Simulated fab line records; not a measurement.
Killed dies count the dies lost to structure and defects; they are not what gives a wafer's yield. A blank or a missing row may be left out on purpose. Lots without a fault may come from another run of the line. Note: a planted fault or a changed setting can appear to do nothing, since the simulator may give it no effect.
Comparing a struck lot with a sound one | flow sky130 | 36 out of 708 route steps
Sound: wafers L833.2, L833.4, L833.6. Wafers L831.4, L831.5, L831.6 were the ones struck. The cause comes at the end.
Order at every step that has rows: each side's tool, ch and its chambers, its first start. Under that, the readings that differ: sound wafers | struck wafers | difference of the means | sigmas: that difference in standard deviations of wafers without a fault.
alike: readings with means less than 2 such deviations apart, plus words and numbers identical on both sides. not compared: withheld readings, readings lacking a value on some wafer, bounds such as >300 that could conceal the same value, and numbers that have no deviation in the record and whose values overlap.
Wherever a step has rows on one side only, a row that says differs or no value, or a row with sigmas, the two part there. When numbers do not overlap yet have no deviation, they are printed without sigmas and do not part them. Lack of a reading on every wafer of one side parts them only where that side has two or more wafers.

first, 6 steps without rows for these wafers: SKY_PWDE_HMDS_01 (prime time 60 s); SKY_PWDE_COAT_02 (resist thk 3000 nm); SKY_PWDE_SOFTBAKE_03; SKY_PWDE_EXPOSE_04 (exposes mask PWDEM, target cd 840 nm); SKY_PWDE_PEB_05; SKY_PWDE_DEVELOP_06 (develop time 60 s).
SKY_PWDE_OVL_MEAS_07:
  sound on overlay-01 at day 7 15:56; struck on overlay-02 at day 6 23:37
  alike: PWDE_OVL
next, for these wafers, 1 step has no rows: SKY_PWDE_IMPLANT_08.
SKY_PWDE_STRIP_09: strips in O2/N2.
  sound on plasma asher-02 ch 0,1, day 7 16:07; struck on plasma asher-02 ch 0,1, day 6 23:49
  alike: drypump motor current A, oes product au, strip time to endpoint s
  not compared: rf hours counter h
SKY_PWDE_TW_MEAS_10:
  sound on film metro-02 at day 7 16:13; struck on film metro-02 at day 6 23:55
  alike: PWDE_TW
then, 2 steps without rows for these wafers: SKY_NWELL_DEHYDRATE_03 (time 60 s); SKY_NWELL_HMDS_04 (prime time 60 s).
SKY_NWELL_COAT_05: resist thk 3000 nm.
  struck on litho track-02, day 7 09:13; sound on litho track-03 ch 0, day 8 01:34
  no value came back on the struck wafers for chill plate temp C (C), dispense pressure kPa (kPa), exhaust pa (Pa); on the sound wafers chill plate temp C (C) reads 23.10 22.99 23.11
then, 4 steps without rows for these wafers: SKY_NWELL_SOFTBAKE_06; SKY_NWELL_EXPOSE_07 (exposes mask NWM, target cd 840 nm); SKY_NWELL_PEB_08; SKY_NWELL_DEVELOP_09 (develop time 60 s).
SKY_NWELL_OVL_MEAS_10:
  sound on overlay-02 at day 8 11:57; struck on overlay-01 at day 7 19:10
  reading           | sound        | struck | difference                    | sigmas
  NWELL_00_OVL (nm) | -0.4 0.7 1.3 | - - -  | no value on the struck wafers |
then, 3 steps without rows for these wafers: SKY_NWELL_IMPLANT_11; SKY_NWELL_IMPLANT_12; SKY_NWELL_IMPLANT_13.
SKY_NWELL_STRIP_14: strips in O2/N2.
  sound on plasma asher-04 ch 0,1, day 8 12:26; struck on plasma asher-02 ch 0,1, day 7 19:40
  no value came back on the struck wafers for oes product au (a.u.), strip time to endpoint s (s); on the sound wafers oes product au (a.u.) reads 0.729 0.721 0.719
  alike: drypump motor current A
  not compared: rf hours counter h
SKY_NWELL_TW_MEAS_15:
  sound on film metro-03 at day 8 12:32; struck on film metro-03 at day 7 19:46
  alike: NWELL_TW
then, 7 steps without rows for these wafers: SKY_NWELL_DEHYDRATE_16 (time 60 s); SKY_NWELL_HMDS_17 (prime time 60 s); SKY_NWELL_COAT_18 (resist thk 3000 nm); SKY_NWELL_SOFTBAKE_19; SKY_NWELL_EXPOSE_20 (exposes mask NWM COMPLEMENT, target cd 840 nm); SKY_NWELL_PEB_21; SKY_NWELL_DEVELOP_22 (develop time 60 s).
SKY_NWELL_OVL_MEAS_23:
  sound on overlay-02 at day 9 09:44; struck on overlay-01 at day 8 15:28
  alike: NWELL_01_OVL
next, for these wafers, 1 step has no rows: SKY_NWELL_IMPLANT_24.
SKY_NWELL_STRIP_25: strips in O2/N2.
  sound on plasma asher-04 ch 0,1, day 9 09:55; struck on plasma asher-02 ch 0,1, day 8 15:40
  reading                      | sound             | struck            | difference | sigmas
  strip time to endpoint s (s) | 36.85 36.92 36.89 | 36.64 36.62 36.64 | -0.25      | -2
  alike: drypump motor current A, oes product au
  not compared: rf hours counter h
SKY_NWELL_TW_MEAS_26:
  sound on film metro-03 at day 9 10:02; struck on film metro-01 at day 8 15:46
  reading    | sound             | struck               | difference | sigmas
  NWELL_2_TW | 498.7 496.7 497.3 | 1804.5 1797.3 1805.3 | +1304.8    | +99 or more
then, 1 step without rows for these wafers: SKY_NWELL_CLEAN_27 (cleans in SC1/SC2, time 150 s).
-- the record jumps here: 40 days lie between the struck wafers' starts before and after (it left off in module NWELL and takes up again in module PAD_OPEN, whose first step shown is number 708 of the route) --
SKY_PAD_OPEN_PROBE_99:
  sound on prober-01 at day 49 11:52; struck on prober-01 at day 48 21:04
  reading             | sound    | struck      | difference | sigmas
  killed at front end | 17 13 14 | 417 409 420 | +401       | +91
  killed dies         | 99 79 77 | 492 492 492 | +407       | +41
  killed on rim       | 24 13 10 | 96 96 96    | +80        | +21
  alike: killed_at_M0_to_M3, killed_at_M4_up, killed at contacts, killed at other, killed open, killed short

== WHERE THEY PART ==
Last at SKY_PAD_OPEN_PROBE_99 as far as this record goes, first at SKY_NWELL_COAT_05.

WHY: whatever the simulator had introduced
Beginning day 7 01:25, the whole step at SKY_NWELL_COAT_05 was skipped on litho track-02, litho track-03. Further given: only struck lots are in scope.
